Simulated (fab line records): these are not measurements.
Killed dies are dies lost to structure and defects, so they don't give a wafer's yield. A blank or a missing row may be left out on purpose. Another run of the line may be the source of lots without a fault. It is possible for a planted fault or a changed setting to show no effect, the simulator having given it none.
fab line records | flow sky130
record lots=6 wafers=18 last-day=50
route steps=708 shown LI_CONTACT@364 PAD_OPEN@708
lots that met no fault: from a run of the same line without faults
start-h: hours from the record's first day to the start of the lot's first wafer shown | wait-h: hours since the lot's step before | " identical to the entry in the row above | L1.1+2: a row that stands for several wafers | - no value, or no start was given | * or withheld: withheld | < > ~ a bound
route shown NAME@n: names a module that has steps shown in the file, with the first one's number in the route | usual: mean and standard deviation over wafers with no fault | same: alike in all rows | chamber/n: place in a boat | sites: the reading at each site | _std_site: standard deviation across them | _edge_site: outer sites' mean less inner sites' | radius-mm: for every site, how far away it sits from the centre of the wafer | mask NAME#n: copy n | behind: the tool/chamber that last shaped the wafer | hold: reason for holding the lot/hours on hold/outcome of the hold | device: which transistor (n, p or np) failed to switch | end of line: the tests these same wafers got at the end of their route | step lacking rows: just its recipe | killed: the dies lost at the first sort to structure and to defects; this is not the yield of the wafer | map: the dies of a wafer, with x for killed, . for not killed, _ for no die there
set.NAME: setting as actually run; set.NAME@STEP: the setting as run at that earlier step | model.NAME: the simulator's own value behind a step, which no gauge read
certain route steps with their lots: each step a table, each wafer a row
services: from which hour (start-h, from the record's first day; less than 0 if before it) a tool's chamber was out of use, for how many hours, and why
## steps
# step SKY_LI_CONTACT_CMP_02
# recipe material=PSG down-force-psi=4 platen-rpm=60 pad-velocity-m-s=0.94248
# usual head-pressure-psi=3.999/0.0079 motor-current-A=13.2/1.5 time-to-endpoint-s=33.2/2.7
# columns lot.wafer tool chamber start-h wait-h head-pressure-psi motor-current-A time-to-endpoint-s
L243.4 cmp-01 1 679.25 0.1 3.990 15.3 32.4
L243.1 " 2 " " 3.985 12.8 32.0
L243.6 " 0 " " 3.992 13.5 34.6
L244.2 cmp-01 0 687.11 0.0 3.993 14.0 35.8
L244.3 " 1 " " 3.992 16.5 34.3
L244.5 " 0 " " 3.998 13.8 39.3
L247.4 cmp-02 3 710.25 0.0 4.001 13.6 35.5
L247.5 " 3 " " 4.011 13.8 35.2
L247.6 " 0 " " 4.001 13.2 34.6
L248.2 cmp-01 1 718.51 0.0 3.999 15.9 35.0
L248.4 " 2 " " 3.996 12.6 31.2
L248.6 " 1 " " 3.999 15.2 31.8
L252.4 cmp-02 1 744.98 0.2 4.016 11.4 31.8
L252.3 " 3 " " 3.995 13.5 34.1
L252.6 " 2 " " 4.006 13.2 32.7
L262.1 cmp-01 0 820.55 0.1 3.988 13.7 38.1
L262.6 " 0 " " 3.990 14.3 35.2
L262.5 " 1 " " 3.995 16.4 33.9
# step SKY_LI_CONTACT_BOW_MEAS_03
# recipe mode=bow
# usual LI_CONTACT_BOW=56/7.1
# columns lot.wafer tool chamber start-h wait-h LI_CONTACT_BOW[um]
L243.1 film-metro-01 - 679.50 0.1 55
L243.4 " - " " 58
L243.6 " - " " 63
L244.2 film-metro-04 - 687.43 0.3 51
L244.3 " - " " 59
L244.5 " - " " 55
L247.4 film-metro-03 - 710.61 0.3 49
L247.5 " - " " 53
L247.6 " - " " 57
L248.2 film-metro-03 - 718.83 0.3 59
L248.4 " - " " 59
L248.6 " - " " 61
L252.3 film-metro-01 - 745.32 0.2 62
L252.4 " - " " 62
L252.6 " - " " 65
L262.1 film-metro-01 - 820.85 0.2 50
L262.5 " - " " 52
L262.6 " - " " 59
# step SKY_LI_CONTACT_DEHYDRATE_04
# recipe temp-c=200 time-s=60
# step SKY_LI_CONTACT_HMDS_05
# recipe prime-time-s=60 prime-temp-c=120
# step SKY_LI_CONTACT_COAT_06
# recipe resist=BARC temp-c=withheld time-s=withheld spin-rpm=3000 resist-thk-nm=60
# step SKY_LI_CONTACT_COAT_07
# recipe resist=KrF-thick spin-rpm=3000 resist-thk-nm=450
# step SKY_LI_CONTACT_SOFTBAKE_08
# recipe temp-c=100 time-s=90 resist=KrF-thick
# step SKY_LI_CONTACT_EXPOSE_09
# recipe mask-id=LICM1 na=0.8 source-shape=annular sigma-inner=0.55 sigma-outer=0.85 target-cd-nm=170 dose-mj=38
# step SKY_LI_CONTACT_PEB_10
# recipe peb-temp-c=withheld peb-time-s=withheld resist=KrF-thick
# step SKY_LI_CONTACT_DEVELOP_11
# recipe develop-time-s=58.31 resist=KrF-thick dev-temp-c=21
# step SKY_LI_CONTACT_CD_MEAS_12
# recipe target-cd-nm=170
# usual cd-nm=169.8/1.7
# columns lot.wafer tool chamber start-h wait-h cd-nm
L243.1 cd-sem-02 - 707.63 - 168.6
L243.4 " - " " 168.8
L243.6 " - " " 169.1
L244.2 cd-sem-02 - 715.20 - 169.2
L244.3 " - " " 169.5
L244.5 " - " " 169.3
L247.4 cd-sem-01 - 737.99 - 169.6
L247.5 " - " " 170.6
L247.6 " - " " 170.7
L248.2 cd-sem-02 - 746.05 - 168.3
L248.4 " - " " 170.0
L248.6 " - " " 168.9
L252.3 cd-sem-02 - 772.07 - 171.3
L252.4 " - " " 169.7
L252.6 " - " " 169.7
L262.1 cd-sem-01 - 846.47 - 168.9
L262.5 " - " " 169.3
L262.6 " - " " 169.6
# step SKY_LI_CONTACT_OVL_MEAS_13
# usual LI_CONTACT_OVL=2/5.2
# columns lot.wafer tool chamber start-h wait-h LI_CONTACT_OVL[nm]
L243.1 overlay-02 - 707.75 0.1 -6
L243.4 " - " " -1
L243.6 " - " " 0
L244.2 overlay-01 - 715.30 0.1 -2
L244.3 " - " " -2
L244.5 " - " " 0
L247.4 overlay-01 - 738.06 0.1 -1
L247.5 " - " " -1
L247.6 " - " " -3
L248.2 overlay-02 - 746.16 0.1 8
L248.4 " - " " 7
L248.6 " - " " 13
L252.3 overlay-02 - 772.16 0.1 5
L252.4 " - " " 2
L252.6 " - " " -2
L262.1 overlay-01 - 846.59 0.1 -2
L262.5 " - " " 1
L262.6 " - " " -7
# step SKY_LI_CONTACT_ETCH_14
# recipe chemistry=N2/H2 target=BARC ion-energy-ev=200 source-w=500 bias-w=100 pressure-mtorr=30 n2-flow-sccm=100 h2-flow-sccm=200 stop-on=SiO2 time-s=45.9 target-depth-a=600
# usual chamber-pressure-mTorr=30.002/0.026 drypump-motor-current-A=5.4/0.42 n2-flow-sccm=100.0/0.32 oes-product-au=0.855/0.0047 rf-fwd-power-W=495.1/2 run-length-s=74.3/0.48 throttle-valve-pct=13.225/0.0094
# columns lot.wafer tool chamber start-h wait-h chamber-pressure-mTorr drypump-motor-current-A n2-flow-sccm oes-product-au rf-fwd-power-W rf-hours-counter-h run-length-s throttle-valve-pct model.etch.depth-nm model.KrF-thick_of_LI_CONTACT_COAT_07.thk-nm model.LI_CONTACT.cd-nm
L243.1 rie-diel-02 3 707.78 0.0 30.002 4.6 100.1 0.854 496.5 5 74.4 13.227 60.14 394.7 167.3
L243.4 " 0 " " 29.960 5.3 99.7 0.853 494.3 4 74.9 13.229 60.23 394.3 169.6
L243.6 " 3 " " 29.996 4.6 100.0 0.860 494.1 - 74.5 13.234 60.17 394.9 167.9
L244.2 rie-diel-03 3 715.33 0.0 30.004 5.5 100.2 0.853 494.2 35 74.2 13.211 60.12 394 170.1
L244.3 " 0 " " 30.009 6.2 100.0 0.855 496.9 8 74.3 13.212 60.11 394.3 169
L244.5 " 0 " " 30.058 6.3 99.9 0.852 497.2 - 74.0 13.213 60.04 393 168.5
L247.4 rie-diel-03 1 738.08 0.0 30.026 5.4 99.9 0.858 497.0 7 74.1 13.236 59.94 393.1 168.2
L247.5 " 0 " " 29.967 6.2 99.9 0.847 495.6 - 74.3 13.210 59.79 392.2 169.9
L247.6 " 1 " " 30.033 5.4 99.7 0.854 494.6 - 74.7 13.212 59.7 393.3 169.7
L248.2 rie-diel-02 3 746.19 0.0 30.020 4.6 100.0 0.860 494.7 6 74.4 13.230 60.33 393.4 166.7
L248.4 " 2 " " 30.023 5.4 99.7 1.000 - 8 41.1 13.223 21.46 425.8 162.7
L248.6 " 0 " " 30.013 5.3 100.0 0.862 493.6 - 74.9 13.225 60.44 392.3 169.4
L252.3 rie-diel-02 1 772.18 0.0 29.953 5.3 99.9 0.852 496.5 5 73.9 13.229 59.93 392.7 171.1
L252.4 " 3 " " 30.004 4.6 100.0 0.860 496.4 7 74.5 13.228 59.99 392.1 168.4
L252.6 " 2 " " 30.003 5.3 99.9 0.990 - - 41.7 13.244 21.31 423.4 162.5
L262.1 rie-diel-01 2 846.63 0.0 30.016 5.7 100.2 0.849 494.9 4 74.2 13.219 60.15 389.7 169.4
L262.5 " 1 " " 30.019 6.0 99.7 0.858 497.3 - 74.4 13.221 60.18 392.8 169.2
L262.6 " 2 " " 30.017 5.7 100.0 0.861 495.4 - 73.9 13.239 60.12 391.4 169.6
# step SKY_LI_CONTACT_ETCH_15
# recipe target=PSG chemistry=C4F8/O2/Ar stop-on=Si taper-deg=4.15 mask-material=KrF-thick source-w=1500 bias-w=1200 pressure-mtorr=40 c4f8-flow-sccm=withheld O2_flow_sccm=6 Ar_flow_sccm=300 time-s=withheld target-depth-a=6000
# usual chamber-pressure-mTorr=40.00/0.042 oes-product-au=0.837/0.0046 rf-fwd-power-W=1493/5.4
# columns lot.wafer tool chamber start-h wait-h chamber-pressure-mTorr oes-product-au rf-fwd-power-W model.KrF-thick_of_LI_CONTACT_COAT_07.thk-nm model.LI_CONTACT.cd-nm
L243.1 rie-diel-02 3 707.82 0.0 40.04 0.840 1493 237.1 168.3
L243.4 " 0 " " 40.01 0.834 1491 231.3 169.7
L243.6 " 3 " " 39.96 0.836 1497 235.7 168.7
L244.2 rie-diel-03 3 715.37 0.0 39.99 0.839 1485 232.1 170.6
L244.3 " 0 " " 39.96 0.840 1491 234.3 169.5
L244.5 " 0 " " 40.00 0.833 1497 231.7 169
L247.4 rie-diel-03 1 738.12 0.0 40.07 0.831 1489 234.3 167.8
L247.5 " 0 " " 40.00 0.842 1488 233.9 169.8
L247.6 " 1 " " 40.05 0.834 1489 233.8 169.2
L248.2 rie-diel-02 3 746.23 0.0 39.97 0.841 1489 233.4 167.6
L248.4 " 2 " " 40.03 0.840 1479 265.3 162.6
L248.6 " 0 " " 40.04 0.833 1488 230.1 169.5
L252.3 rie-diel-02 1 772.22 0.0 39.99 0.830 1494 231.1 171.6
L252.4 " 3 " " 39.96 0.834 1494 231.8 168.8
L252.6 " 2 " " 39.96 0.842 1489 263.4 162
L262.1 rie-diel-01 2 846.67 0.0 40.02 0.842 1499 226.5 170.2
L262.5 " 1 " " 40.04 0.836 1496 231 169
L262.6 " 2 " " 39.99 0.833 1497 228.1 170.8
# step SKY_LI_CONTACT_STRIP_16
# recipe chemistry=O2/N2 power-w=1400 pressure-mtorr=1500 platen-temp-c=withheld o2-flow-sccm=3000 n2-flow-sccm=300 overash-fraction=0.5
# usual chamber-pressure-mTorr=1500.1/1.5 drypump-motor-current-A=5.8/0.47 n2-flow-sccm=299.8/0.8 oes-product-au=0.376/0.0049 strip-time-to-endpoint-s=3.49/0.034
# columns lot.wafer tool chamber start-h wait-h chamber-pressure-mTorr drypump-motor-current-A n2-flow-sccm oes-product-au rf-hours-counter-h strip-time-to-endpoint-s
L243.1 plasma-asher-01 0 707.91 - 1502.9 5.1 299.9 0.374 57 3.56
L243.4 " 0 " " 1499.8 5.0 299.2 0.377 - 3.47
L243.6 " 1 " " 1502.1 5.6 299.4 0.381 - 3.54
L244.2 plasma-asher-02 1 715.46 - 1500.6 5.8 301.2 0.375 87 3.51
L244.3 " 0 " " 1502.5 6.4 299.8 0.375 - 3.52
L244.5 " 0 " " 1497.3 6.4 300.3 0.381 - 3.50
L247.4 plasma-asher-02 0 738.24 - 1499.5 6.4 301.7 0.375 - 3.52
L247.5 " 0 " " 1503.3 6.4 301.2 0.373 - 3.54
L247.6 " 1 " " 1500.6 5.8 299.9 0.388 - 3.50
L248.2 plasma-asher-02 0 746.32 - 1498.4 6.4 299.3 0.379 91 3.52
L248.4 " 0 " " 1499.2 6.4 299.0 0.390 - 3.87
L248.6 " 1 " " 1499.7 5.7 300.3 0.370 - 3.49
L252.3 plasma-asher-02 0 772.34 - 1501.6 6.4 300.1 0.367 - 3.49
L252.4 " 1 " " 1499.4 5.7 300.5 0.378 - 3.49
L252.6 " 0 " " 1500.7 6.4 299.4 0.389 - 3.85
L262.1 plasma-asher-01 0 846.76 - 1501.6 5.0 298.6 0.369 71 3.44
L262.5 " 0 " " 1501.5 5.0 298.3 0.374 - 3.50
L262.6 " 1 " " 1500.3 5.7 300.7 0.375 - 3.45
# step SKY_LI_CONTACT_CLEAN_17
# recipe chemistry=NMP time-s=600 temp-c=60 dry=n2-spin
# step SKY_PAD_OPEN_PROBE_99
# usual killed_at_M0_to_M3=44/7 killed_at_M4_up=3.0/1.8 killed-at-contacts=24/4.9 killed-at-front-end=15/5 killed-at-other=0.2/0.53 killed-dies=87/8.7 killed-open=48/6.8 killed-short=39/5.7
# same gross-dies=492 killed-at-back-side=0
# columns lot.wafer tool chamber start-h wait-h killed_at_M0_to_M3 killed_at_M4_up killed-at-contacts killed-at-front-end killed-at-other killed-dies killed-open killed-short model.etest.licon-pdiff.rc-ohm model.etest.pfet_01v8.r-on-ohm-um model.etest.pfet-g5v0d10v5.r-on-ohm-um model.etest.nfet-g5v0d10v5.r-on-ohm-um model.etest.nfet_01v8.r-on-ohm-um model.etest.licon-high-po.rc-ohm model.etest.licon-ndiff.rc-ohm model.etest.sonos-uncharged.r-on-ohm-um
L243.1 prober-02 - 1096.25 0.1 53 3 30 12 2 100 56 44 594.4 3016 4799 1880 845 358.8 183.2 806.1
L243.4 prober-02 - 1096.40 0.2 52 2 27 14 0 95 52 43 575 3025 4839 1888 838.1 341 183 805
L243.6 prober-02 - 1096.50 0.2 45 1 24 17 1 88 50 38 603.2 2959 4699 1884 825.3 354.6 188.8 810.3
L244.2 prober-01 - 1101.41 0.1 47 4 25 9 0 85 47 38 596.6 2943 4757 1876 833.4 347.7 179.4 800.6
L244.3 prober-01 - 1101.46 0.2 53 4 14 12 0 83 50 33 599.4 2948 4732 1881 848.4 355.9 179.3 794.2
L244.5 prober-01 - 1101.56 0.2 44 1 24 17 1 87 49 38 594.4 2953 4714 1868 840.5 358.9 182.3 805.1
L247.4 prober-02 - 1120.75 0.2 38 4 27 12 0 81 34 47 605.9 2916 4793 1885 835.2 354.8 193.6 815.2
L247.5 prober-02 - 1120.80 0.2 34 3 25 19 0 81 44 37 605.5 2870 4738 1884 805.1 359.5 181.7 803.4
L247.6 prober-02 - 1120.85 0.2 40 1 18 16 0 75 43 32 563.1 2873 4746 1868 823.9 352 194.7 807.7
L248.2 prober-01 - 1127.74 0.1 27 2 36 21 0 86 55 31 629.1 2994 4899 1940 839.8 382.5 190.8 824.1
L248.4 prober-01 - 1127.84 0.2 44 1 25 14 0 84 43 41 736.9 3057 4969 1988 878.5 425.9 239.1 866.8
L248.6 prober-01 - 1127.94 0.2 39 2 26 13 0 80 40 40 595.6 2943 4872 1910 818.9 347 190.6 796.4
L252.3 prober-02 - 1145.07 0.2 36 3 19 8 2 68 40 28 567.6 2992 4717 1873 821.6 342.6 179.6 775.5
L252.4 prober-02 - 1145.12 0.2 35 3 29 9 1 77 33 44 601 2904 4745 1852 796.6 364.7 189.1 791.2
L252.6 prober-02 - 1145.22 0.2 48 5 26 14 0 93 57 36 748.1 3068 4886 1940 873.5 400.1 243.4 851.2
L262.1 prober-01 - 1194.78 0.1 53 3 31 18 0 105 63 42 583.2 2957 4734 1879 834.4 350.2 183.4 817.1
L262.5 prober-01 - 1194.98 0.2 55 5 25 10 1 96 57 39 588.8 2922 4726 1876 830.2 354.7 181.3 804
L262.6 prober-01 - 1195.03 0.2 47 4 24 17 0 92 51 41 568.5 2910 4735 1876 818.9 345 183.5 801.9
# killed by level:class
L243.1 VIA1:geometric-particle:open=13 VIA3:geometric-particle:open=11 CONTACT:geometric-particle:open=9 LI_CONTACT:geometric-particle:open=8 METAL1:geometric-particle:short=8 CONTACT:geometric-particle:short=7 POLY_GATE:geometric-particle:short=5 VIA1:geometric-particle:short=5
L243.4 CONTACT:geometric-particle:open=15 VIA1:geometric-particle:open=14 METAL2:geometric-particle:short=8 METAL1:geometric-particle:short=6 VIA2:geometric-particle:open=6 CONTACT:geometric-particle:short=5 VIA1:geometric-particle:short=5 FIELD_ISO:geometric-particle:short=4
L243.6 CONTACT:geometric-particle:open=11 METAL1:geometric-particle:short=11 VIA1:geometric-particle:open=10 FIELD_ISO:geometric-particle:open=7 CONTACT:geometric-particle:short=6 METAL2:geometric-particle:short=6 POLY_GATE:geometric-particle:open=5 VIA3:geometric-particle:open=5
L244.2 VIA2:geometric-particle:open=10 CONTACT:geometric-particle:open=10 VIA3:geometric-particle:open=8 LI_CONTACT:geometric-particle:open=7 VIA1:geometric-particle:open=7 METAL2:geometric-particle:short=7 METAL1:geometric-particle:short=6 VIA1:geometric-particle:short=5
L244.3 VIA1:geometric-particle:open=16 VIA2:geometric-particle:open=9 POLY_GATE:geometric-particle:short=7 LI_CONTACT:geometric-particle:open=6 VIA3:geometric-particle:open=5 METAL1:geometric-particle:short=4 METAL1:geometric-particle:open=4 VIA2:geometric-particle:short=4
L244.5 CONTACT:geometric-particle:open=11 VIA3:geometric-particle:open=8 VIA1:geometric-particle:open=8 LI_CONTACT:geometric-particle:open=7 VIA2:geometric-particle:open=6 FIELD_ISO:geometric-particle:short=5 POLY_GATE:geometric-particle:short=4 VIA1:geometric-particle:short=4
L247.4 LOCAL_INTERCONNECT:geometric-particle:short=10 METAL1:geometric-particle:short=9 LI_CONTACT:geometric-particle:open=7 CONTACT:geometric-particle:open=6 VIA1:geometric-particle:open=6 VIA1:geometric-particle:short=5 METAL2:geometric-particle:short=5 METAL4:geometric-particle:short=4
L247.5 FIELD_ISO:geometric-particle:open=9 LI_CONTACT:geometric-particle:open=8 METAL2:geometric-particle:short=8 VIA2:geometric-particle:open=7 LOCAL_INTERCONNECT:geometric-particle:short=6 METAL1:geometric-particle:short=6 FIELD_ISO:geometric-particle:short=4 LI_CONTACT:geometric-particle:short=4
L247.6 VIA3:geometric-particle:open=10 VIA1:geometric-particle:open=8 CONTACT:geometric-particle:open=7 LI_CONTACT:geometric-particle:open=6 FIELD_ISO:geometric-particle:short=4 METAL2:geometric-particle:short=4 VIA2:geometric-particle:open=4 METAL3:geometric-particle:short=4
L248.2 CONTACT:geometric-particle:open=16 LI_CONTACT:geometric-particle:open=9 VIA1:geometric-particle:open=7 FIELD_ISO:geometric-particle:short=6 VIA2:geometric-particle:open=6 FIELD_ISO:geometric-particle:open=5 LOCAL_INTERCONNECT:geometric-particle:short=5 POLY_GATE:geometric-particle:open=4
L248.4 VIA1:geometric-particle:open=9 LI_CONTACT:geometric-particle:open=7 CONTACT:geometric-particle:open=7 VIA3:geometric-particle:open=6 VIA2:geometric-particle:open=6 CONTACT:geometric-particle:short=5 LOCAL_INTERCONNECT:geometric-particle:short=5 METAL1:geometric-particle:short=5
L248.6 LI_CONTACT:geometric-particle:open=10 VIA1:geometric-particle:open=7 CONTACT:geometric-particle:short=7 VIA3:geometric-particle:open=7 CONTACT:geometric-particle:open=6 POLY_GATE:geometric-particle:short=5 METAL1:geometric-particle:short=5 VIA2:geometric-particle:open=5
L252.3 CONTACT:geometric-particle:open=8 VIA2:geometric-particle:open=7 LI_CONTACT:geometric-particle:open=6 METAL1:geometric-particle:short=5 METAL2:geometric-particle:open=5 VIA1:geometric-particle:open=4 FIELD_ISO:geometric-particle:open=4 METAL2:geometric-particle:short=4
L252.4 CONTACT:geometric-particle:open=9 CONTACT:geometric-particle:short=8 VIA1:geometric-particle:open=6 METAL1:geometric-particle:short=5 LI_CONTACT:geometric-particle:open=5 METAL2:geometric-particle:short=5 VIA3:geometric-particle:short=5 LOCAL_INTERCONNECT:geometric-particle:short=4
L252.6 VIA1:geometric-particle:open=15 CONTACT:geometric-particle:open=12 VIA1:geometric-particle:short=9 VIA2:geometric-particle:open=8 LI_CONTACT:geometric-particle:open=7 FIELD_ISO:geometric-particle:open=5 METAL1:geometric-particle:short=5 CONTACT:geometric-particle:short=4
L262.1 CONTACT:geometric-particle:open=13 VIA1:geometric-particle:open=10 VIA3:geometric-particle:open=10 LI_CONTACT:geometric-particle:open=8 VIA2:geometric-particle:open=8 POLY_GATE:geometric-particle:short=6 VIA1:geometric-particle:short=6 LOCAL_INTERCONNECT:geometric-particle:short=5
L262.5 VIA2:geometric-particle:open=11 VIA1:geometric-particle:open=10 CONTACT:geometric-particle:open=9 METAL1:geometric-particle:short=8 LI_CONTACT:geometric-particle:open=6 VIA1:geometric-particle:short=6 CONTACT:geometric-particle:short=5 VIA3:geometric-particle:open=4
L262.6 VIA1:geometric-particle:open=10 VIA3:geometric-particle:open=8 LI_CONTACT:geometric-particle:open=7 VIA1:geometric-particle:short=7 CONTACT:geometric-particle:short=6 CONTACT:geometric-particle:open=6 VIA2:geometric-particle:open=6 POLY_GATE:geometric-particle:open=4
## services
# columns tool chamber start-h hours kind
rie-diel-01 1 658.91 12.7 repair
rie-diel-01 2 685.24 14.9 repair
cmp-02 - 686.64 3.9 pm
rie-diel-03 0 688.24 3.9 repair
cmp-01 - 691.11 5.5 pm
rie-diel-03 1 703.76 5.2 repair
rie-diel-03 - 721.69 0.6 repair
cmp-02 - 723.05 1.1 repair
rie-diel-03 0 726.91 3.0 repair
rie-diel-03 - 742.48 1.0 repair
cmp-01 - 744.00 4.0 pm
rie-diel-03 2 747.74 5.2 repair
cmp-02 - 772.76 2.6 repair
rie-diel-02 - 782.14 14.6 pm
plasma-asher-01 - 786.97 1.5 repair
cmp-02 - 790.96 1.3 repair
plasma-asher-02 - 797.28 6.6 repair
rie-diel-01 3 805.35 5.3 repair
plasma-asher-02 - 806.55 0.7 repair
rie-diel-02 2 809.07 3.5 repair
plasma-asher-02 - 814.75 4.6 repair
cmp-01 - 821.45 1.4 repair
cmp-02 - 821.46 0.3 repair
plasma-asher-02 - 836.99 0.7 repair
## key
first-sign step=SKY_LI_CONTACT_ETCH_14 reading=run-length-s direction=down sigmas=68 usual=* struck=*
effect step=SKY_LI_CONTACT_ETCH_14 reading=oes-product-au direction=up sigmas=30 usual=0.855 struck=0.995
effect step=SKY_LI_CONTACT_STRIP_16 reading=strip-time-to-endpoint-s direction=up sigmas=11 usual=* struck=*
model-effect step=SKY_LI_CONTACT_ETCH_14 value=etch.depth-nm without=60.3 struck=21.38
model-effect step=SKY_LI_CONTACT_ETCH_15 value=KrF-thick_of_LI_CONTACT_COAT_07.thk-nm without=233.3 struck=264.4
model-effect step=SKY_PAD_OPEN_PROBE_99 value=etest.licon-pdiff.rc-ohm without=595.1 struck=742.5
met-at SKY_LI_CONTACT_ETCH_14
struck-wafers L248.4,L252.6
tester-left-out L248,L252
fault kind=process-parameter-drift tool=rie-diel-02 chamber=2 onset-h=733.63 steps=SKY_LI_CONTACT_ETCH_14 channel=time-s offset=* shape=step end-h=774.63 acts-in=* stated=*
# tester-left-out: of these lots the tester's yield and bins aren't shown, on N5 and GAA mostly nor the transistor test; their killed dies are dies lost to structure and defects alone, not to doping, threshold or leakage, so they don't give the yield
